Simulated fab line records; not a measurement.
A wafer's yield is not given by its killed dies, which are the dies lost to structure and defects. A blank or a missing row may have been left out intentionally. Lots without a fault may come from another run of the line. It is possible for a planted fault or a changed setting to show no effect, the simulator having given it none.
A lot that was struck, set against a sound lot + flow gf180mcu + 37 steps out of a route of 602
Sound: these wafers, L713.1, L713.2, L713.6. Struck: wafers L723.2, L723.5. (L723.1 of the same lot was not struck and is left out.) The cause comes at the end.
Per side, at each step with rows, come the tool, then ch with its chambers, and then its first start. Under that, the readings that differ: sound wafers + struck wafers + difference of the means + sigmas: that difference in standard deviations of wafers without a fault.
alike: a reading whose means differ by less than 2 such deviations, as well as words and numbers matching on both sides. not compared: withheld readings; readings where some wafer has no value; bounds like >300 that might hide an equal value; numbers whose values overlap and for which the record gives no deviation.
Wherever a step has rows on one side only, a row that says differs or no value, or a row with sigmas, the two part there. Numbers that don't overlap but have no deviation are shown without sigmas and don't part them. A reading missing from all wafers of one side parts the sides only when that side holds two or more wafers.

first, 2 steps without rows for these wafers: GF_M1_PEB_12 (peb time 90 s); GF_M1_DEVELOP_13 (develop time 60 s).
GF_M1_CD_MEAS_14 targets a cd of 230 nm.
  struck on cd_sem-02, day 21 15:16; sound on cd_sem-01, day 17 18:49
  alike: cd_nm
GF_M1_OVL_MEAS_15:
  struck on overlay-02, day 21 15:23; sound on overlay-01, day 17 18:56
  alike: M1_OVL
then, 5 steps without rows for these wafers: GF_M1_METAL_ETCH_16 (etches the open film in Cl2/BCl3, stops on SiO2, target depth 750.8 nm, time 125.1 s); GF_M1_STRIP_17 (strips in O2/N2); GF_M1_STRIP_18 (strips in post etch residue remover, time 1200 s); GF_M1_CLEAN_19 (cleans in DIW); GF_V1_CVD_00 (deposits SiO2, target thk 600 nm, time 100 s).
GF_V1_THK_MEAS_01:
  struck on film_metro-02, day 21 16:22; sound on film_metro-03, day 17 19:44
  alike: V1_CVD_00_THK
then, 1 step without rows for these wafers: GF_V1_CVD_02 (deposits SiO2 from TEOS, target thk 850 nm, time 94.851 s).
GF_V1_THK_MEAS_03:
  struck on film_metro-04, day 21 16:29; sound on film_metro-02, day 17 19:52
  alike: V1_CVD_02_THK
GF_V1_CMP_04: polishes SiO2.
  sound on cmp-01 ch 0,2,3, day 17 20:01; struck on cmp-01 ch 1, day 21 16:36
| reading                             | sound             | struck      | difference | sigmas |
|-------------------------------------|-------------------|-------------|------------|--------|
| time_to_endpoint_s (s)              | 80 84 85          | 94 104      | +16        | +3     |
| model.SiO2_of_V1_CVD_02.thk_nm (nm) | 630.9 630.8 632.7 | 573.8 571.7 | -58.7      |        |
  alike: motor_current_A, retaining_ring_pressure_frac
GF_V1_BOW_MEAS_05:
  struck on film_metro-04, day 21 16:51; sound on film_metro-02, day 17 20:22
  alike: V1_BOW
then, 8 steps without rows for these wafers: GF_V1_DEHYDRATE_06 (time 60 s); GF_V1_HMDS_07 (prime time 60 s); GF_V1_COAT_08; GF_V1_COAT_09 (resist thk 1000 nm); GF_V1_SOFTBAKE_10 (time 60 s); GF_V1_EXPOSE_11 (exposes mask Via1, target cd 260 nm); GF_V1_PEB_12 (peb time 90 s); GF_V1_DEVELOP_13 (develop time 60 s).
GF_V1_CD_MEAS_14 targets a cd of 260 nm.
  struck on cd_sem-01, day 22 16:04; sound on cd_sem-02, day 18 19:44
  alike: cd_nm
GF_V1_OVL_MEAS_15:
  struck on overlay-01, day 22 16:11; sound on overlay-02, day 18 19:52
  alike: V1_OVL
GF_V1_ETCH_16: etches BARC in N2/H2.
  sound on rie_diel-04 ch 1,2, day 18 19:53; struck on rie_diel-02 ch 2,3, day 22 16:13
  alike: drypump_motor_current_A, oes_product_au, throttle_valve_pct
GF_V1_ETCH_17: etches SiO2 in C4F8/O2/Ar, stops on TiN, target depth 630 nm.
  sound: rie_diel-04 ch 1,2; struck: rie_diel-02 ch 2,3
| reading                        | sound             | struck      | difference | sigmas |
|--------------------------------|-------------------|-------------|------------|--------|
| oes_product_au (a.u.)          | 0.857 0.854 0.849 | 0.816 0.819 | -0.036     | -8     |
| model.V1.feature_depth_nm (nm) | 630.9 630.8 632.7 | 573.8 571.7 | -58.7      |        |
| model.etch.depth_nm (nm)       | 630.9 630.8 632.7 | 573.8 571.7 | -58.7      |        |
then, 3 steps without rows for these wafers: GF_V1_STRIP_18 (strips in O2/N2); GF_V1_STRIP_19 (strips in post etch residue remover, time 1200 s); GF_V1_CLEAN_20 (cleans in DIW).
GF_V1_SPUTTER_21: material Ti, target thk 15 nm, time 80.02 s.
  struck on pvd_sputter-02, day 22 16:53; sound on pvd_sputter-02, day 18 20:58
  alike: cathode_dc_power_W, throttle_valve_pct
GF_V1_SPUTTER_22: material TiN, target thk 10 nm, time 40 s.
  struck on pvd_sputter-02, day 22 16:56; sound on pvd_sputter-02, day 18 21:01
  alike: cathode_dc_power_W, throttle_valve_pct
GF_V1_CVD_23: deposits W, target thk 350 nm, time 105.05 s.
  sound on cvd_w-01 ch 0,1, day 18 21:04; struck on cvd_w-01 ch 0,1, day 22 16:59
  alike: heater_power_outer_w, heater_power_w
GF_V1_RS_MEAS_24: the measuring method here is four-point-probe.
  struck on film_metro-02, day 22 17:05; sound on film_metro-04, day 18 21:10
  alike: V1_W_RS
GF_V1_THK_MEAS_25: measures by xrf.
  struck on film_metro-02, day 22 17:13; sound on film_metro-04, day 18 21:17
| reading       | sound       | struck  | difference | sigmas |
|---------------|-------------|---------|------------|--------|
| V1_W_THK (nm) | 349 352 356 | 337 344 | -12        | -2     |
GF_V1_CMP_26: polishes, stops on SiO2, t overpolish 15 s, target thk 0 nm.
  sound on cmp-02 ch 0,1,2, day 18 21:21; struck on cmp-02 ch 0,2, day 22 17:16
| reading                             | sound             | struck    | difference | sigmas |
|-------------------------------------|-------------------|-----------|------------|--------|
| model.SiO2_of_V1_CVD_02.thk_nm (nm) | 627.1 627.1 628.9 | 570 567.9 | -59        |        |
  alike: motor_current_A, retaining_ring_pressure_frac
GF_M2_SPUTTER_00: material Ti, target thk 37.5 nm, time 150 s.
  struck on pvd_sputter-01, day 22 17:34; sound on pvd_sputter-04, day 18 21:39
  alike: cathode_dc_power_W, throttle_valve_pct
following that, these wafers have no rows for 1 step: GF_PASSIVATION_PROBE_99.

## WHERE THEY PART
First at GF_V1_CMP_04; last, within this record, at GF_V1_THK_MEAS_25. Later steps at which nothing parts them and some readings are alike: GF_V1_CMP_26, GF_M2_SPUTTER_00.

WHY: what the simulator had put in
cmp-01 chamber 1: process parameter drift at GF_V1_CMP_04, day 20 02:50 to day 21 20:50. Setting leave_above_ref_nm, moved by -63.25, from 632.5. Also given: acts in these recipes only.
